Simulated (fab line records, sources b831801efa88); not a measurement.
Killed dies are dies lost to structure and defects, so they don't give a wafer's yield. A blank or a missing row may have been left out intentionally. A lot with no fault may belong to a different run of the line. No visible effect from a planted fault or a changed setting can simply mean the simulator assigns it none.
fab line records	flow sky130
record lots=11	wafers=33	last_day=49
route steps=708 shown METAL2@503 VIA2@521 CAPM@537 PAD_OPEN@708
lots that met no fault: taken from a fault-free run of the same line
start_h: hours from the record's opening day to when the first of the lot's shown wafers began	wait_h: hours from the lot's prior step to this one	" the same as in the row above	L1.1+2: a single row standing in for several wafers	- value missing, or start not given	* or withheld: withheld	< > ~ a bound
route shown NAME@n: names a module that has steps shown in the file, with the first one's number in the route	usual: mean/standard deviation of fault-free wafers	same: alike in all rows	chamber/n: place in a boat	sites: per-site readings	_std_site: how widely they spread, as a standard deviation	_edge_site: inner sites' mean taken away from outer sites' mean	radius_mm: for every site, how far away it sits from the centre of the wafer	mask NAME#n: copy n	behind: the last tool/chamber to shape the wafer	hold: reason for holding the lot/hours on hold/outcome of the hold	device: the transistor (n, p or np) that didn't switch	end of line: tests run on the same wafers once the route is complete	a step given without rows: its recipe and nothing more	killed: the dies lost at the first sort to structure and to defects; this is not the yield of the wafer	map: the dies of a wafer, with x for killed, . for not killed, _ for no die there
set.NAME: the setting the step ran with; set.NAME@STEP: the setting that earlier step ran with	model.NAME: the simulator's own value behind a step, which no gauge read
one table for each step of the route and one row for each wafer, over a sample of lots
services: a tool's chamber out of use, with start hour (start_h, from the record's first day; less than 0 if before it), hours out, and reason
## steps
# step SKY_METAL2_STRIP_20
# recipe chemistry=O2/N2	power_w=1400	pressure_mtorr=1500	platen_temp_c=withheld	o2_flow_sccm=3000	n2_flow_sccm=300	overash_fraction=0.5
# usual drypump_motor_current_A=5.8/0.44	n2_flow_sccm=300.0/0.79	oes_product_au=0.344/0.0047	strip_time_to_endpoint_s=2.73/0.039
lot.wafer	tool	chamber	start_h	wait_h	drypump_motor_current_A	n2_flow_sccm	oes_product_au	rf_hours_counter_h	strip_time_to_endpoint_s
L392.1	plasma_asher-03	1	851.38	0.1	6.4	299.2	0.339	11	2.72
L392.2	"	0	"	"	5.5	300.6	0.345	11	2.73
L392.6	"	0	"	"	5.5	302.2	0.346	-	2.72
L394.2	plasma_asher-01	0	853.73	0.1	6.2	300.6	0.349	100	2.73
L394.4	"	1	"	"	5.6	300.6	0.341	-	2.68
L394.5	"	0	"	"	6.2	300.8	0.342	-	2.69
L393.1	plasma_asher-01	1	855.48	0.1	5.6	300.2	0.346	100	2.73
L393.2	"	0	"	"	6.2	299.9	0.342	100	2.70
L393.4	"	0	"	"	6.2	298.5	0.346	-	2.73
L395.1	plasma_asher-01	1	856.69	0.1	5.6	299.6	0.351	101	2.78
L395.3	"	1	"	"	5.6	299.2	0.343	-	2.77
L395.5	"	1	"	"	5.6	299.3	0.348	-	2.76
L396.2	plasma_asher-01	1	864.08	0.1	5.6	302.2	0.335	102	2.69
L396.3	"	1	"	"	5.6	299.9	0.354	-	2.71
L396.4	"	0	"	"	6.2	300.7	0.346	-	2.65
L401.1	plasma_asher-03	0	903.39	0.1	5.6	301.2	0.346	17	2.75
L401.3	"	0	"	"	5.6	300.5	0.335	-	2.76
L401.4	"	1	"	"	6.3	301.0	0.347	-	2.75
L403.2	plasma_asher-01	0	919.36	0.1	6.2	300.0	0.349	107	2.75
L403.4	"	0	"	"	6.2	299.8	0.342	-	2.77
L403.6	"	0	"	"	6.2	300.9	0.349	-	2.77
L404.2	plasma_asher-03	1	926.78	0.1	6.4	300.0	0.338	19	2.76
L404.4	"	0	"	"	5.6	298.7	0.341	-	2.74
L404.5	"	1	"	"	6.3	300.1	0.352	-	2.77
L405.2	plasma_asher-04	0	933.49	0.1	5.8	299.2	0.333	49	2.75
L405.3	"	1	"	"	4.9	300.6	0.338	-	2.72
L405.6	"	0	"	"	5.8	299.9	0.345	-	2.75
L406.2	plasma_asher-04	0	940.24	0.1	5.8	300.1	0.353	50	2.70
L406.3	"	1	"	"	4.9	299.7	0.347	-	2.70
L406.5	"	0	"	"	5.9	301.3	0.340	-	2.73
L408.3	plasma_asher-04	1	949.71	0.1	4.9	300.7	0.336	-	2.73
L408.5	"	1	"	"	4.9	301.1	0.344	-	2.72
L408.6	"	0	"	"	5.8	299.5	0.343	-	2.73
# step SKY_VIA2_ETCH_14
# recipe chemistry=N2/H2	target=BARC	ion_energy_ev=200	source_w=500	bias_w=100	pressure_mtorr=30	n2_flow_sccm=100	h2_flow_sccm=200	stop_on=SiO2	time_s=45.9	target_depth_a=600
# usual drypump_motor_current_A=5.8/0.42	n2_flow_sccm=100.0/0.3	oes_product_au=0.855/0.0044	throttle_valve_pct=13.225/0.0087
lot.wafer	tool	chamber	start_h	wait_h	drypump_motor_current_A	n2_flow_sccm	oes_product_au	rf_hours_counter_h	throttle_valve_pct
L392.1	rie_diel-02	1	878.70	0.0	5.7	100.1	0.857	15	13.221
L392.2	"	2	"	"	5.8	99.9	0.859	9	13.225
L392.6	"	3	"	"	5.7	99.9	0.863	-	13.230
L394.2	rie_diel-04	3	880.73	0.0	5.3	100.3	0.859	9	13.233
L394.4	"	0	"	"	6.6	100.1	0.852	12	13.223
L394.5	"	2	"	"	5.4	99.7	0.849	-	13.221
L393.1	rie_diel-02	1	882.49	0.0	5.7	100.5	0.857	15	13.223
L393.2	"	0	"	"	6.3	99.7	0.855	8	13.220
L393.4	"	2	"	"	5.9	99.7	0.857	9	13.209
L395.1	rie_diel-04	0	883.65	0.0	6.6	100.1	0.861	12	13.212
L395.3	"	1	"	"	6.5	100.5	0.849	9	13.213
L395.5	"	2	"	"	5.4	99.4	0.851	-	13.215
L396.2	rie_diel-03	0	891.39	0.0	6.1	99.7	0.855	9	13.240
L396.3	"	1	"	"	5.1	99.5	0.861	10	13.228
L396.4	"	3	"	"	5.6	99.9	0.843	18	13.213
L401.1	rie_diel-03	1	930.28	0.0	5.1	100.0	0.863	11	13.225
L401.3	"	2	"	"	5.6	100.2	0.850	20	13.219
L401.4	"	3	"	"	5.6	100.4	0.857	19	13.214
L403.2	rie_diel-02	1	944.84	0.0	5.7	99.9	0.852	17	13.228
L403.4	"	3	"	"	5.6	100.3	0.857	7	13.233
L403.6	"	2	"	"	5.8	100.2	0.858	-	13.209
L404.2	rie_diel-04	3	952.58	0.0	5.3	100.2	0.855	10	13.211
L404.4	"	1	"	"	6.5	100.5	0.851	10	13.233
L404.5	"	3	"	"	5.3	100.1	0.863	-	13.220
L405.2	rie_diel-04	0	959.15	0.0	6.6	99.9	0.856	14	13.232
L405.3	"	1	"	"	6.4	100.6	0.861	10	13.234
L405.6	"	3	"	"	5.3	99.8	0.855	-	13.228
L406.2	rie_diel-02	2	966.08	0.0	5.8	99.9	0.848	12	13.236
L406.3	"	0	"	"	6.3	100.3	0.855	10	13.230
L406.5	"	2	"	"	5.8	100.0	0.847	-	13.232
L408.3	rie_diel-03	2	974.80	0.0	5.5	100.4	0.850	21	13.227
L408.5	"	3	"	"	5.7	100.1	0.856	-	13.223
L408.6	"	2	"	"	5.5	100.1	0.860	-	13.219
# step SKY_CAPM_CVD_00
# recipe material=SiO2	target_thk_nm=15.5	temp_c=400	time_s=withheld	rf_w=450
# usual heater_power_w=709/83
lot.wafer	tool	chamber	start_h	wait_h	heater_power_w
L392.1	pecvd-04	2	880.57	0.0	600
L392.2	"	1	"	"	625
L392.6	"	0	"	"	695
L394.2	pecvd-03	1	882.26	0.0	840
L394.4	"	0	"	"	689
L394.5	"	1	"	"	818
L393.1	pecvd-01	0	884.02	0.0	866
L393.2	"	1	"	"	823
L393.4	"	0	"	"	851
L395.1	pecvd-04	1	885.17	0.0	733
L395.3	"	2	"	"	605
L395.5	"	1	"	"	713
L396.2	pecvd-03	2	892.96	0.0	651
L396.3	"	1	"	"	848
L396.4	"	1	"	"	810
L401.1	pecvd-03	1	931.80	0.0	778
L401.3	"	2	"	"	704
L401.4	"	0	"	"	642
L403.2	pecvd-03	2	946.42	0.0	636
L403.4	"	1	"	"	769
L403.6	"	2	"	"	615
L404.2	pecvd-04	0	954.14	0.0	607
L404.4	"	0	"	"	600
L404.5	"	2	"	"	632
L405.2	pecvd-01	2	960.68	0.0	718
L405.3	"	0	"	"	713
L405.6	"	1	"	"	849
L406.2	pecvd-01	0	967.60	0.0	857
L406.3	"	2	"	"	791
L406.5	"	1	"	"	813
L408.3	pecvd-03	0	976.36	0.0	675
L408.5	"	1	"	"	798
L408.6	"	2	"	"	665
# step SKY_CAPM_STRIP_14
# recipe chemistry=O2/N2	power_w=1400	pressure_mtorr=1500	platen_temp_c=withheld	o2_flow_sccm=3000	n2_flow_sccm=300	overash_fraction=0.5
# usual drypump_motor_current_A=5.8/0.39	n2_flow_sccm=300.1/0.88	oes_product_au=0.710/0.005	strip_time_to_endpoint_s=12.68/0.036
lot.wafer	tool	chamber	start_h	wait_h	drypump_motor_current_A	n2_flow_sccm	oes_product_au	rf_hours_counter_h	strip_time_to_endpoint_s
L392.1	plasma_asher-01	0	905.76	0.1	6.2	301.2	0.707	106	12.69
L392.2	"	1	"	"	5.6	299.8	0.708	106	12.67
L392.6	"	0	"	"	6.2	301.5	0.711	-	12.69
L394.2	plasma_asher-01	1	908.32	0.1	5.6	299.4	0.707	106	12.66
L394.4	"	0	"	"	6.2	300.7	0.711	-	12.69
L394.5	"	1	"	"	5.6	299.4	0.710	-	12.65
L393.1	plasma_asher-02	1	909.21	0.1	6.1	298.5	0.714	80	12.65
L393.2	"	0	"	"	5.8	300.9	0.704	80	12.70
L393.4	"	1	"	"	6.1	299.1	0.703	-	12.68
L395.1	plasma_asher-01	1	911.06	0.1	5.6	299.7	0.707	106	12.70
L395.3	"	0	"	"	6.2	299.9	0.704	-	12.71
L395.5	"	0	"	"	6.2	300.4	0.708	-	12.70
L396.2	plasma_asher-01	1	918.06	0.1	5.5	300.4	0.708	107	12.66
L396.3	"	1	"	"	5.5	301.4	0.716	-	12.64
L396.4	"	0	"	"	6.2	298.6	0.707	-	12.68
L401.1	plasma_asher-01	0	955.67	0.1	6.2	302.3	0.703	109	12.69
L401.3	"	0	"	"	6.2	300.6	0.716	-	12.72
L401.4	"	1	"	"	5.6	299.4	0.711	-	12.70
L403.2	plasma_asher-04	0	971.09	0.1	5.8	300.4	0.706	53	12.68
L403.4	"	0	"	"	5.8	300.0	0.705	-	12.67
L403.6	"	1	"	"	4.9	300.3	0.708	-	12.60
L404.2	plasma_asher-01	1	978.38	0.1	5.6	299.2	0.706	112	12.71
L404.4	"	1	"	"	5.6	299.4	0.708	-	12.70
L404.5	"	0	"	"	6.2	300.6	0.707	-	12.69
L405.2	plasma_asher-01	0	984.73	0.1	6.2	359.6	0.721	112	12.67
L405.3	"	1	"	"	5.6	300.9	0.714	-	12.68
L405.6	"	1	"	"	5.6	299.3	0.717	-	12.71
L406.2	plasma_asher-01	0	991.63	0.1	6.2	359.5	0.708	113	12.66
L406.3	"	1	"	"	5.6	301.6	0.709	-	12.62
L406.5	"	0	"	"	6.2	360.9	0.705	-	12.62
L408.3	plasma_asher-01	1	999.09	0.1	5.6	299.7	0.708	-	12.72
L408.5	"	1	"	"	5.6	300.5	0.709	-	12.75
L408.6	"	0	"	"	6.2	360.6	0.704	-	12.70
# step SKY_PAD_OPEN_PROBE_99
# usual defect_limited_yield=81.9/1.9	killed_at_M0_to_M3=45/7.9	killed_at_M4_up=2.9/1.8	killed_at_contacts=25/5.5	killed_at_front_end=16/4.4	killed_at_other=0.3/0.58	killed_dies=89/9.4	killed_open=49/6.8	killed_short=40/6.3	sort_bin_3_pad_short=0.9/0.41	sort_bin_5_function=10.8/1.5	sort_bin_6_memory=6.4/1.2	sort_n_pass=403/9.4	sort_yield_pct=81.9/1.9
# same gross_dies=492	killed_at_back_side=0	sort_bin_4_leakage[%]=0	sort_bin_8_speed[%]=0
lot.wafer	tool	chamber	start_h	wait_h	defect_limited_yield[%]	killed_at_M0_to_M3	killed_at_M4_up	killed_at_contacts	killed_at_front_end	killed_at_other	killed_dies	killed_open	killed_short	sort_bin_3_pad_short[%]	sort_bin_5_function[%]	sort_bin_6_memory[%]	sort_n_pass	sort_yield_pct[%]
L392.1	prober-01	-	1097.59	0.1	85.2	42	2	20	9	0	73	35	36	1.2	9.3	4.3	419	85.2
L392.2	prober-01	-	1097.64	0.1	80.3	48	3	27	19	0	97	46	50	1.4	11.2	7.1	395	80.3
L392.6	prober-01	-	1097.84	0.2	80.7	50	3	28	14	0	95	48	47	1.4	11.4	6.5	397	80.7
L394.2	prober-02	-	1100.01	0.1	82.3	44	1	24	18	0	87	56	31	0.6	11.6	5.5	405	82.3
L394.4	prober-02	-	1100.11	0.2	79.7	53	4	25	16	2	100	53	46	1.6	11.2	7.5	392	79.7
L394.5	prober-02	-	1100.16	0.2	81.9	39	3	33	12	2	89	49	39	1.2	10.4	6.5	403	81.9
L393.1	prober-01	-	1101.36	0.1	80.3	61	6	19	10	1	97	55	42	1.0	12.6	6.1	395	80.3
L393.2	prober-01	-	1101.41	0.1	82.5	35	3	22	26	0	86	53	33	1.6	10.8	5.1	406	82.5
L393.4	prober-01	-	1101.51	0.2	81.5	50	1	23	16	1	91	53	38	0.8	11.6	6.1	401	81.5
L395.1	prober-02	-	1102.87	0.1	85.8	33	2	22	13	0	70	40	30	0.6	7.9	5.7	422	85.8
L395.3	prober-02	-	1102.97	0.2	84.1	38	3	17	19	1	78	39	39	1.4	8.9	5.5	414	84.1
L395.5	prober-02	-	1103.07	0.2	84.3	39	2	13	23	0	77	36	41	1.0	9.3	5.3	415	84.3
L396.2	prober-01	-	1111.28	0.1	80.3	54	1	30	12	0	97	55	42	1.2	12.2	6.3	395	80.3
L396.3	prober-01	-	1111.33	0.2	82.3	39	5	30	13	0	87	48	39	0.6	9.8	7.3	405	82.3
L396.4	prober-01	-	1111.38	0.2	85.4	28	3	24	17	0	72	44	28	0.8	9.3	4.5	420	85.4
L401.1	prober-02	-	1137.76	0.1	82.1	45	2	25	16	0	88	54	34	0.6	9.8	7.5	404	82.1
L401.3	prober-02	-	1137.86	0.2	82.7	36	4	29	16	0	85	53	32	1.4	10.4	5.5	407	82.7
L401.4	prober-02	-	1137.91	0.2	81.9	48	1	23	17	0	89	51	38	0.2	12.0	5.9	403	81.9
L403.2	prober-01	-	1151.49	0.1	80.3	50	6	24	17	0	97	50	47	1.6	11.0	7.1	395	80.3
L403.4	prober-01	-	1151.59	0.2	82.5	54	1	18	13	0	86	54	32	1.2	11.0	5.3	406	82.5
L403.6	prober-01	-	1151.69	0.2	80.3	49	1	28	19	0	97	61	36	0.8	11.6	7.3	395	80.3
L404.2	prober-02	-	1156.31	0.1	81.9	44	4	29	12	0	89	53	36	0.6	11.6	5.9	403	81.9
L404.4	prober-02	-	1156.41	0.2	85.4	39	6	16	11	0	72	38	34	0.8	9.8	4.1	420	85.4
L404.5	prober-02	-	1156.46	0.2	83.3	44	0	28	10	0	82	47	35	0.2	10.8	5.7	410	83.3
L405.2	prober-01	-	1159.06	0.1	82.1	53	1	20	13	1	88	50	37	0.4	10.0	7.5	404	82.1
L405.3	prober-01	-	1159.11	0.2	81.7	50	0	25	13	2	90	49	41	0.8	9.3	8.1	402	81.7
L405.6	prober-01	-	1159.26	0.2	81.3	50	3	25	14	0	92	49	43	0.8	10.0	7.9	400	81.3
L406.2	prober-02	-	1166.84	0.1	84.3	39	6	11	21	0	77	43	34	0.6	8.7	6.3	415	84.3
L406.3	prober-02	-	1166.89	0.2	80.5	40	2	28	26	0	96	56	40	1.6	8.7	9.1	396	80.5
L406.5	prober-02	-	1166.99	0.2	80.5	51	5	24	16	0	96	46	48	1.0	12.6	5.9	396	80.5
L408.3	prober-02	-	1175.99	0.2	82.5	42	0	29	14	1	86	52	33	0.4	10.4	6.7	406	82.5
L408.5	prober-02	-	1176.09	0.2	83.1	39	3	25	15	1	83	45	38	1.4	8.7	6.7	409	83.1
L408.6	prober-02	-	1176.14	0.2	81.3	43	1	24	24	0	92	50	42	0.2	12.0	6.5	400	81.3
# killed by level:class
L392.1 VIA1:geometric_particle:open=11 METAL2:geometric_particle:short=8 CONTACT:geometric_particle:short=6 VIA2:geometric_particle:open=6 VIA1:geometric_particle:short=5 LI_CONTACT:geometric_particle:open=4 CONTACT:geometric_particle:open=4 LOCAL_INTERCONNECT:geometric_particle:short=3
L392.2 VIA1:geometric_particle:open=10 METAL1:geometric_particle:short=9 FIELD_ISO:geometric_particle:short=7 LI_CONTACT:geometric_particle:open=7 CONTACT:geometric_particle:open=7 VIA2:geometric_particle:open=7 LOCAL_INTERCONNECT:geometric_particle:short=5 CONTACT:geometric_particle:short=5
L392.6 CONTACT:geometric_particle:open=11 VIA1:geometric_particle:short=10 VIA1:geometric_particle:open=9 VIA3:geometric_particle:short=8 LI_CONTACT:geometric_particle:open=6 VIA3:geometric_particle:open=6 METAL2:geometric_particle:short=6 POLY_GATE:geometric_particle:open=5
L394.2 CONTACT:geometric_particle:open=16 VIA2:geometric_particle:open=13 VIA1:geometric_particle:open=8 METAL2:geometric_particle:short=7 FIELD_ISO:geometric_particle:open=6 POLY_GATE:geometric_particle:open=4 VIA1:geometric_particle:short=4 FIELD_ISO:geometric_particle:short=3
L394.4 VIA2:geometric_particle:open=12 CONTACT:geometric_particle:open=8 VIA1:geometric_particle:short=7 VIA3:geometric_particle:open=7 LOCAL_INTERCONNECT:geometric_particle:short=6 METAL1:geometric_particle:short=6 VIA1:geometric_particle:open=6 FIELD_ISO:geometric_particle:short=4
L394.5 CONTACT:geometric_particle:open=12 VIA1:geometric_particle:open=9 VIA3:geometric_particle:open=6 LI_CONTACT:geometric_particle:open=6 FIELD_ISO:geometric_particle:open=5 LOCAL_INTERCONNECT:geometric_particle:short=5 CONTACT:geometric_particle:short=5 VIA1:geometric_particle:short=5
L393.1 VIA1:geometric_particle:open=14 VIA3:geometric_particle:open=12 VIA1:geometric_particle:short=8 LI_CONTACT:geometric_particle:open=7 METAL1:geometric_particle:short=6 METAL2:geometric_particle:short=6 VIA2:geometric_particle:open=6 LI_CONTACT:geometric_particle:short=4
L393.2 POLY_GATE:geometric_particle:open=9 VIA2:geometric_particle:open=8 CONTACT:geometric_particle:open=7 VIA1:geometric_particle:open=6 LI_CONTACT:geometric_particle:open=6 METAL1:geometric_particle:short=5 FIELD_ISO:geometric_particle:short=4 POLY_GATE:geometric_particle:short=4
L393.4 METAL1:geometric_particle:short=10 CONTACT:geometric_particle:open=10 POLY_GATE:geometric_particle:open=8 VIA1:geometric_particle:open=8 VIA2:geometric_particle:open=7 LI_CONTACT:geometric_particle:open=6 VIA3:geometric_particle:open=6 METAL1:geometric_particle:open=4
L395.1 LI_CONTACT:geometric_particle:open=7 VIA1:geometric_particle:open=7 CONTACT:geometric_particle:short=5 METAL2:geometric_particle:short=5 VIA2:geometric_particle:open=5 VIA3:geometric_particle:open=5 FIELD_ISO:geometric_particle:open=4 LOCAL_INTERCONNECT:geometric_particle:open=4
L395.3 METAL2:geometric_particle:short=8 FIELD_ISO:geometric_particle:short=6 CONTACT:geometric_particle:open=6 LI_CONTACT:geometric_particle:open=5 VIA2:geometric_particle:open=5 METAL1:geometric_particle:short=5 VIA1:geometric_particle:open=5 VIA3:geometric_particle:open=4
L395.5 VIA1:geometric_particle:open=8 FIELD_ISO:geometric_particle:open=7 METAL2:geometric_particle:short=7 FIELD_ISO:geometric_particle:short=6 CONTACT:geometric_particle:open=6 VIA1:geometric_particle:short=6 VIA2:geometric_particle:short=5 POLY_GATE:geometric_particle:open=4
L396.2 VIA1:geometric_particle:open=13 VIA2:geometric_particle:open=11 CONTACT:geometric_particle:open=10 LOCAL_INTERCONNECT:geometric_particle:short=6 CONTACT:geometric_particle:short=6 METAL2:geometric_particle:short=6 METAL1:geometric_particle:short=5 FIELD_ISO:geometric_particle:open=4
L396.3 LI_CONTACT:geometric_particle:open=10 CONTACT:geometric_particle:short=10 VIA1:geometric_particle:open=9 VIA3:geometric_particle:open=8 CONTACT:geometric_particle:open=6 VIA2:geometric_particle:open=5 METAL1:geometric_particle:short=4 VIA1:geometric_particle:short=4
L396.4 CONTACT:geometric_particle:open=9 POLY_GATE:geometric_particle:short=7 LI_CONTACT:geometric_particle:open=7 VIA1:geometric_particle:open=7 VIA3:geometric_particle:open=6 VIA2:geometric_particle:open=5 CONTACT:geometric_particle:short=4 POLY_GATE:geometric_particle:open=3
L401.1 VIA1:geometric_particle:open=15 CONTACT:geometric_particle:open=12 VIA1:geometric_particle:short=8 VIA3:geometric_particle:open=7 LI_CONTACT:geometric_particle:open=5 FIELD_ISO:geometric_particle:open=4 POLY_GATE:geometric_particle:open=4 CONTACT:geometric_particle:short=4
L401.3 CONTACT:geometric_particle:open=11 LI_CONTACT:geometric_particle:open=8 FIELD_ISO:geometric_particle:open=7 CONTACT:geometric_particle:short=7 VIA1:geometric_particle:short=6 VIA1:geometric_particle:open=6 VIA2:geometric_particle:open=6 VIA3:geometric_particle:open=6
L401.4 VIA1:geometric_particle:open=11 VIA2:geometric_particle:open=8 LI_CONTACT:geometric_particle:open=8 VIA1:geometric_particle:short=8 FIELD_ISO:geometric_particle:open=5 CONTACT:geometric_particle:open=5 VIA3:geometric_particle:open=5 LOCAL_INTERCONNECT:geometric_particle:short=4
L403.2 VIA1:geometric_particle:open=10 VIA3:geometric_particle:open=10 CONTACT:geometric_particle:open=8 VIA2:geometric_particle:open=6 FIELD_ISO:geometric_particle:short=5 CONTACT:geometric_particle:short=5 METAL1:geometric_particle:short=5 METAL4:geometric_particle:short=5
L403.4 VIA1:geometric_particle:open=20 VIA2:geometric_particle:open=9 LI_CONTACT:geometric_particle:open=7 METAL1:geometric_particle:short=6 VIA3:geometric_particle:open=5 CONTACT:geometric_particle:open=4 VIA1:geometric_particle:short=4 VIA2:geometric_particle:short=4
L403.6 CONTACT:geometric_particle:open=15 METAL1:geometric_particle:short=10 FIELD_ISO:geometric_particle:open=9 VIA1:geometric_particle:open=9 VIA3:geometric_particle:open=8 VIA1:geometric_particle:short=8 LI_CONTACT:geometric_particle:open=7 METAL2:geometric_particle:short=4
L404.2 CONTACT:geometric_particle:open=14 VIA1:geometric_particle:open=12 VIA2:geometric_particle:open=8 VIA1:geometric_particle:short=8 LI_CONTACT:geometric_particle:open=5 CONTACT:geometric_particle:short=5 FIELD_ISO:geometric_particle:open=4 FIELD_ISO:geometric_particle:short=4
L404.4 VIA1:geometric_particle:short=8 VIA1:geometric_particle:open=8 CONTACT:geometric_particle:open=5 VIA3:geometric_particle:open=5 LI_CONTACT:geometric_particle:open=4 METAL2:geometric_particle:short=4 VIA2:geometric_particle:open=4 METAL4:geometric_particle:short=4
L404.5 VIA1:geometric_particle:open=16 CONTACT:geometric_particle:open=14 CONTACT:geometric_particle:short=7 VIA3:geometric_particle:open=7 VIA1:geometric_particle:short=5 FIELD_ISO:geometric_particle:open=4 FIELD_ISO:geometric_particle:short=4 METAL1:geometric_particle:short=4
L405.2 VIA1:geometric_particle:open=12 VIA3:geometric_particle:open=9 METAL1:geometric_particle:short=8 CONTACT:geometric_particle:open=8 LI_CONTACT:geometric_particle:open=7 VIA1:geometric_particle:short=6 VIA2:geometric_particle:open=5 VIA3:geometric_particle:short=5
L405.3 CONTACT:geometric_particle:open=10 VIA1:geometric_particle:open=9 VIA1:geometric_particle:short=8 VIA2:geometric_particle:open=7 CONTACT:geometric_particle:short=5 METAL1:geometric_particle:short=5 VIA3:geometric_particle:short=5 VIA3:geometric_particle:open=5
L405.6 VIA1:geometric_particle:open=12 CONTACT:geometric_particle:open=11 VIA2:geometric_particle:open=7 METAL1:geometric_particle:short=7 LI_CONTACT:geometric_particle:open=6 VIA1:geometric_particle:short=6 METAL2:geometric_particle:short=6 VIA2:geometric_particle:short=6
L406.2 FIELD_ISO:geometric_particle:open=10 VIA1:geometric_particle:open=8 VIA2:geometric_particle:open=7 LI_CONTACT:geometric_particle:open=6 METAL1:geometric_particle:short=6 FIELD_ISO:geometric_particle:short=4 VIA2:geometric_particle:short=4 METAL4:geometric_particle:short=4
L406.3 CONTACT:geometric_particle:open=10 VIA1:geometric_particle:open=8 FIELD_ISO:geometric_particle:open=7 METAL2:geometric_particle:short=7 FIELD_ISO:geometric_particle:short=6 LI_CONTACT:geometric_particle:open=6 LOCAL_INTERCONNECT:geometric_particle:short=6 VIA2:geometric_particle:open=6
L406.5 LI_CONTACT:geometric_particle:open=9 METAL2:geometric_particle:short=8 VIA3:geometric_particle:open=7 VIA2:geometric_particle:open=7 FIELD_ISO:geometric_particle:short=6 VIA1:geometric_particle:open=6 LOCAL_INTERCONNECT:geometric_particle:short=5 CONTACT:geometric_particle:open=5
L408.3 CONTACT:geometric_particle:open=11 VIA1:geometric_particle:open=9 LI_CONTACT:geometric_particle:open=8 VIA2:geometric_particle:open=7 CONTACT:geometric_particle:short=6 VIA3:geometric_particle:open=5 VIA1:geometric_particle:short=5 METAL2:geometric_particle:short=4
L408.5 VIA1:geometric_particle:open=12 CONTACT:geometric_particle:open=9 LI_CONTACT:geometric_particle:open=7 VIA1:geometric_particle:short=7 METAL2:geometric_particle:short=6 CONTACT:geometric_particle:short=5 POLY_GATE:geometric_particle:open=4 VIA2:geometric_particle:open=4
L408.6 VIA1:geometric_particle:open=9 VIA2:geometric_particle:open=9 CONTACT:geometric_particle:short=8 CONTACT:geometric_particle:open=8 FIELD_ISO:geometric_particle:open=7 POLY_GATE:geometric_particle:open=6 LOCAL_INTERCONNECT:geometric_particle:short=5 METAL2:geometric_particle:short=5
## services
tool	chamber	start_h	hours	kind
rie_diel-04	2	828.78	4.1	repair
pecvd-03	-	831.14	2.8	pm
plasma_asher-04	-	849.69	14.6	pm
pecvd-04	-	854.38	2.8	repair
plasma_asher-02	-	866.02	2.0	repair
rie_diel-03	-	867.73	1.2	repair
rie_diel-04	3	900.35	9.3	repair
rie_diel-04	1	901.29	7.9	repair
pecvd-01	1	901.38	2.1	scheduled_down
pecvd-04	0	905.96	10.8	repair
rie_diel-02	3	911.99	5.7	repair
rie_diel-03	0	916.64	4.1	repair
plasma_asher-01	-	925.50	15.6	pm
rie_diel-04	2	939.41	10.4	repair
pecvd-04	0	943.01	5.0	scheduled_down
pecvd-04	1	951.35	11.5	repair
pecvd-04	-	959.95	2.8	pm
pecvd-04	0	963.57	4.1	repair
pecvd-03	-	966.72	1.5	repair
rie_diel-02	0	966.94	5.6	repair
plasma_asher-03	-	969.71	0.7	repair
pecvd-01	-	977.86	1.1	repair
rie_diel-02	1	986.29	13.4	repair
rie_diel-02	3	998.06	46.5	repair
## key
first_sign step=SKY_CAPM_STRIP_14	reading=n2_flow_sccm	direction=up	sigmas=68	usual=300.1	struck=360.2
effect none on later readings
met_at SKY_CAPM_STRIP_14
struck_lots L405,L406,L408
struck_wafers L405.2,L406.2,L406.5,L408.6
not_acting_at SKY_METAL2_STRIP_20,SKY_VIA2_ETCH_14,SKY_CAPM_CVD_00
onset_between 978.38 984.73
fault kind=process_parameter_drift	tool=plasma_asher-01	chamber=0	onset_h=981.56	steps=SKY_CAPM_STRIP_14	channel=n2_flow_sccm	offset=60	shape=step	end_h=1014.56	acts_in=these_recipes_only	stated=300
